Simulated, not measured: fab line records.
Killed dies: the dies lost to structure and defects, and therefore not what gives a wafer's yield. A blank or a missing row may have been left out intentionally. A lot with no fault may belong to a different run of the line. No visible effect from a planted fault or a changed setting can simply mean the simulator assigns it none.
A struck lot beside a sound one    flow sky130    17 out of 708 route steps
Sound: the wafers L746.4, L746.5, L746.6. Wafers L755.2, L755.3, L755.5 were the ones struck. At the end, the cause is stated.
At each step with rows: each side's tool, then ch and its chambers, then its first start. Under that, the readings that differ: sound wafers    struck wafers    difference of the means    sigmas: that difference in standard deviations of wafers without a fault.
alike: a reading whose means differ by less than 2 such deviations, as well as words and numbers matching on both sides. not compared: withheld readings; readings where some wafer has no value; bounds like >300 that might hide an equal value; numbers whose values overlap and for which the record gives no deviation.
The two part at a step that has a row with sigmas, a row that says differs or no value, or rows on one side only. When numbers do not overlap yet have no deviation, they are printed without sigmas and do not part them. A reading missing from all wafers of one side parts the sides only when that side holds two or more wafers.

first, 1 step without rows for these wafers: SKY_LDD_N_IMPLANT_15.
SKY_LDD_N_STRIP_16: strips in O2/N2.
  sound on plasma asher-01 ch 0,1, day 21 08:28; struck on plasma asher-01 ch 0,1, day 24 12:40
  alike: drypump motor current A, oes product au, strip time to endpoint s
  not compared: rf hours counter h
SKY_LDD_N_TW_MEAS_17:
  sound on film metro-02 at day 21 08:34; struck on film metro-03 at day 24 12:46
reading   sound           struck          difference  sigmas
LDD_N_TW  2596 2586 2596  2535 2555 2530  -53         -3
then, 7 steps without rows for these wafers: SKY_LDD_P_DEHYDRATE_00 (time 60 s); SKY_LDD_P_HMDS_01 (prime time 60 s); SKY_LDD_P_COAT_02 (resist thk 1140 nm); SKY_LDD_P_SOFTBAKE_03 (time 60 s); SKY_LDD_P_EXPOSE_04 (exposes mask PSDM, target cd 380 nm); SKY_LDD_P_PEB_05; SKY_LDD_P_DEVELOP_06 (develop time 60 s).
SKY_LDD_P_CD_MEAS_07: the cd target is 380 nm.
  sound on cd sem-01 at day 22 15:04; struck on cd sem-02 at day 25 17:14
  alike: cd nm
SKY_LDD_P_OVL_MEAS_08:
  sound on overlay-01 at day 22 15:09; struck on overlay-01 at day 25 17:21
  alike: LDD_P_OVL
SKY_LDD_P_IMPLANT_09:
  sound on implanter-01 ch 0, day 22 15:14; struck on implanter-01 ch 0, day 25 17:24
reading             sound                             struck                         difference  sigmas
dose ions cm2       1.0003e+13 1.0013e+13 1.0005e+13  1.626e+12 1.611e+12 1.602e+12  -8.394e+12  -99 or more
faraday current uA  55.2 56.7 57.3                    9.1 9.0 9.3                    -47.3       -43
SKY_LDD_P_STRIP_10: strips in O2/N2.
  sound on plasma asher-04 ch 0,1, day 22 15:21; struck on plasma asher-03 ch 0,1, day 25 17:32
reading                      sound           struck          difference  sigmas
drypump motor current A (A)  5.10 5.13 5.26  5.88 5.99 5.99  +0.79       +3
  alike: oes product au, strip time to endpoint s
  not compared: rf hours counter h
SKY_LDD_P_TW_MEAS_11:
  sound on film metro-02 at day 22 15:27; struck on film metro-01 at day 25 17:38
reading   sound        struck       difference  sigmas
LDD_P_TW  637 636 633  354 354 353  -282        -51
then, 1 step without rows for these wafers: SKY_LDD_HVN_DEHYDRATE_00 (time 60 s).
-- the record jumps here: 24 days lie between the struck wafers' starts before and after (it left off in module LDD_HVN and takes up again in module PAD_OPEN, whose first step shown is number 708 of the route) --
SKY_PAD_OPEN_PROBE_99:
  sound on prober-01 at day 48 01:50; struck on prober-02 at day 50 02:24
reading                                      sound                struck                         difference  sigmas
model.etest.tip p.rs ohm sq                  6837 6924 6821       3.837e+04 3.877e+04 3.841e+04  +3.166e+04  
model.etest.tip p.rs ohm sq range            145.9 263.9 168.4    1863 2114 2590                 +1996       
model.etest.pfet_01v8.r on ohm um            2851 2940 2941       3097 3023 3066                 +151        
model.etest.tip p.rs ohm sq rim less centre  98.47 -10.33 -46.35  942.6 310.2 1432               +881.0      
model.etest.pfet_01v8.drive ua um            195.1 187.5 188.7    173.1 177.9 176.4              -14.6       
model.etest.pfet_01v8_hvt.drive ua um        145.9 139 141.2      129.6 133.8 132.2              -10.2       
model.etest.pfet_01v8_mvt.drive ua um        154.9 149.4 151.5    142.2 143.9 144.3              -8.5        
  alike: killed_at_M0_to_M3, killed_at_M4_up, killed at contacts, killed at front end, killed at other, killed dies, killed open, killed short
  not compared: model.etest.sram pfet latch.drive ua um

WHERE THEY PART
At SKY_LDD_N_TW_MEAS_17 first; at SKY_LDD_P_TW_MEAS_11 last (within this record only). Later steps at which nothing parts them and some readings are alike: SKY_PAD_OPEN_PROBE_99.

WHY: whatever the simulator had introduced
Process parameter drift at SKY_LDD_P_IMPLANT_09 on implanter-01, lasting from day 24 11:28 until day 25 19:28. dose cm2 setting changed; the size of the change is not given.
